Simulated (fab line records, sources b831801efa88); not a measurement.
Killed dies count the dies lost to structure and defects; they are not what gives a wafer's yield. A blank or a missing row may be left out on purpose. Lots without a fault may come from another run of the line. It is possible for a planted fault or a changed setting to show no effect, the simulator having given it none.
8D (eight disciplines) problem report, filled in by code    flow sky130    the parts of the form that need people (team, actions taken, sign-off) are left out

## 1. WHAT IS WRONG
prime-temp-c at SKY_VIA1_HMDS_05 reads a mean of 114.95 C on 6 wafers of 2 lots; wafers without a fault read 119.99 C with a standard deviation of 0.13. That puts it -39 standard deviations away from the usual mean.
The step: prime time 60 s.
Seen first at day 36 23:50 on litho-track-01, wafer L975.1. The record has a number at this step for 36 wafers belonging to 12 lots. Rule for "out" (also "out of limits"): further than 4 standard deviations from the usual mean. The rest of the wafers with a number are treated as sound.

## 2. WHAT IT IS, WHAT IT ISN'T
question                     is                      is not
which readings at this step  prime-temp-c            -
which lots                   L975, L977              L967, L968, L970, L971, L972, L982, L984, L986, L987, L989
which wafers of those lots   all that have a number  -
read on which tools          litho-track-01          litho-track-02, litho-track-03
when                         from day 36 23:50       up to then (15 sound wafers); but 15 sound wafers of L982, L984, L986, L987, L989 came after

## 3. SUSPECTS, AND WHAT RULES EACH OUT
Counting: a tool at a process step up to the reading stays a suspect if it ran every lot that is out and no sound lot after the first of them.
- litho-track-01 at SKY_VIA1_HMDS_05 (prime time 60 s): kept. All lots that are out passed through it, beginning with L975 at day 36 23:50, and no sound lot followed; its final sound lot before that point was L972 at day 35 13:41. Its own readings are out on those wafers: prime-temp-c.
After counting, what remains is litho-track-01 at SKY_VIA1_HMDS_05.

## 4. THE CAUSE (what the simulator had put in)
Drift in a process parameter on litho-track-01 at SKY_VIA1_HMDS_05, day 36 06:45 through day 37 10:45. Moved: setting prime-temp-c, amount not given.
Only this tool survived the counting.

## 5. SEQUENCE OF EFFECTS, ordered by route
One row per reading whose mean, taken over the struck wafers that have a number, lies over 3 standard deviations from the usual. Only readings whose record carries a usual standard deviation are examined. hours: median over the lots of the time between each lot's start at the first step of this table that gives one and its start at this step. sigmas: the change, counted in usual standard deviations.
hours  step              reading       usual     on struck wafers  change  sigmas
0      SKY_VIA1_HMDS_05  prime-temp-c  119.99 C  114.95            -5.04   -39
It contains these process steps:
- SKY_VIA1_HMDS_05: prime time 60 s.

## 6. HOW IT WOULD HAVE BEEN CAUGHT EARLIER
17 hours passed between the start of the fault at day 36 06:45 and the first reading out of limits in this record, taken at day 36 23:50.
